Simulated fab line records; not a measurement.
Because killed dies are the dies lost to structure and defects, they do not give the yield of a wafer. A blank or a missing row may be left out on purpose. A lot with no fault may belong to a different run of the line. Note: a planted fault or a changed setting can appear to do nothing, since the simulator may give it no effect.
Which tool was responsible? / flow sky130 / 18 wafers from 6 lots sampled at 2 of the route's 708 steps

== WHAT EACH GAUGE READ, for each wafer ==
SKY_POLY_GATE_CD_MEAS_13 targets a cd of 150 nm.
lot=L198; measured=day 18 03:43; on=cd_sem-02; cd_nm (nm)=151.1 150.3 150.9
lot=L200; measured=day 18 04:17; on=cd_sem-01; cd_nm (nm)=150.9 150.3 151.3
lot=L205; measured=day 20 10:17; on=cd_sem-01; cd_nm (nm)=150.0 150.2 150.0
lot=L208; measured=day 21 06:10; on=cd_sem-02; cd_nm (nm)=152.2 150.6 152.5
lot=L212; measured=day 22 19:16; on=cd_sem-01; cd_nm (nm)=136.5 135.2 135.9
lot=L217; measured=day 24 09:21; on=cd_sem-02; cd_nm (nm)=149.1 148.3 148.5

== TOOL THAT RAN EACH LOT (tool first, then ch and the chambers of the sampled wafers, then the start) ==
lot=L198; SKY_POLY_GATE_EXPOSE_10=krf_scanner-01 ch 0, day 17 13:23
lot=L200; SKY_POLY_GATE_EXPOSE_10=krf_scanner-02 ch 0, day 17 13:41
lot=L205; SKY_POLY_GATE_EXPOSE_10=krf_scanner-02 ch 0, day 19 19:11
lot=L208; SKY_POLY_GATE_EXPOSE_10=krf_scanner-01 ch 0, day 20 14:57
lot=L212; SKY_POLY_GATE_EXPOSE_10=krf_scanner-02 ch 0, day 22 03:52
lot=L217; SKY_POLY_GATE_EXPOSE_10=krf_scanner-01 ch 0, day 23 18:18
- SKY_POLY_GATE_EXPOSE_10: exposes mask P1M, target cd 150 nm.

== THE ANSWER, worked out from the rows above alone ==
Rule: the usual values come from the lots themselves. The widest of any qualifying gaps counts: lots, ordered by their means at a reading, are off when they make up no more than a third of the lots, leave a main group of 4 or more, and stand apart from it by 3 or more times the standard deviation of that group's means. If all means in a main group match to the digits the tables above print for the reading, that group is not used. A lot without any number at a reading at which 4 lots or more have one is off too. The other lots that the step has rows for count as sound.
Off, at SKY_POLY_GATE_CD_MEAS_13 on cd_nm: L212. For the main group the mean is 150.4 nm and the standard deviation 1.
If a tool, at a process step before that reading, ran all the lots that are off and no sound lot after the first of them, it fits. The gauges at SKY_POLY_GATE_CD_MEAS_13 are tried like those tools. This does not decide it: 2 tools fit, namely krf_scanner-02 at SKY_POLY_GATE_EXPOSE_10 and cd_sem-01 at SKY_POLY_GATE_CD_MEAS_13.

== WHAT HAD BEEN PUT IN BY THE SIMULATOR ==
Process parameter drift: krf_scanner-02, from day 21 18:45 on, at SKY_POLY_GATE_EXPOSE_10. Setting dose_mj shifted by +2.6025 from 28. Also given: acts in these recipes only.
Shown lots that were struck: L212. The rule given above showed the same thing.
